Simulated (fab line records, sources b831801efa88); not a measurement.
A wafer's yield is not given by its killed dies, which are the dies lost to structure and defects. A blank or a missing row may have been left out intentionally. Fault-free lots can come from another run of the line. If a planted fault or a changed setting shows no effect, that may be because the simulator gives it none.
Which tool did it? | flow sky130 | 12 lots, 36 wafers sampled, at 1 step of a route of 708

## WHAT THE GAUGES SHOWED, per wafer
SKY_NWELL_OVL_MEAS_10.
lot  | measured     | on         | NWELL_00_OVL (nm)
L075 | day 4 19:35  | overlay-02 | 1.6 0.7 -0.5
L077 | day 5 06:11  | overlay-01 | -0.7 -0.2 0.0
L079 | day 6 06:53  | overlay-02 | 2.3 0.8 2.4
L081 | day 6 08:35  | overlay-02 | 1.2 -1.4 0.5
L083 | day 6 20:44  | overlay-02 | -0.5 -1.7 -0.2
L084 | day 7 05:46  | overlay-02 | 3.7 1.6 0.0
L087 | day 7 17:19  | overlay-01 | -1.3 -0.6 -2.0
L089 | day 8 05:44  | overlay-01 | -1.3 0.8 -0.1
L091 | day 8 16:38  | overlay-01 | 2.7 -0.1 1.8
L093 | day 9 05:05  | overlay-01 | 0.0 -1.0 -1.3
L095 | day 10 04:20 | overlay-02 | 2.5 0.8 0.7
L096 | day 10 09:14 | overlay-02 | 1.6 -0.2 1.4

## WHICH TOOL RAN EACH LOT (tool, then ch and the chambers of the sampled wafers, then the start)
Before these readings, the record contains no process step.

## THE ANSWER, worked out from the rows above alone
Rule: the usual values come from the lots themselves. The widest of any qualifying gaps counts: lots, ordered by their means at a reading, are off when they make up no more than a third of the lots, leave a main group of 4 or more, and stand apart from it by 3 or more times the standard deviation of that group's means. A main group is skipped when, at the precision printed for the reading in the tables above, its means are all equal. A lot without any number at a reading at which 4 lots or more have one is off too. Any other lot the step has rows for is counted as sound.
Across all readings shown, no lot is off: no conclusion can be drawn from this.

## WHAT THE SIMULATOR PUT IN
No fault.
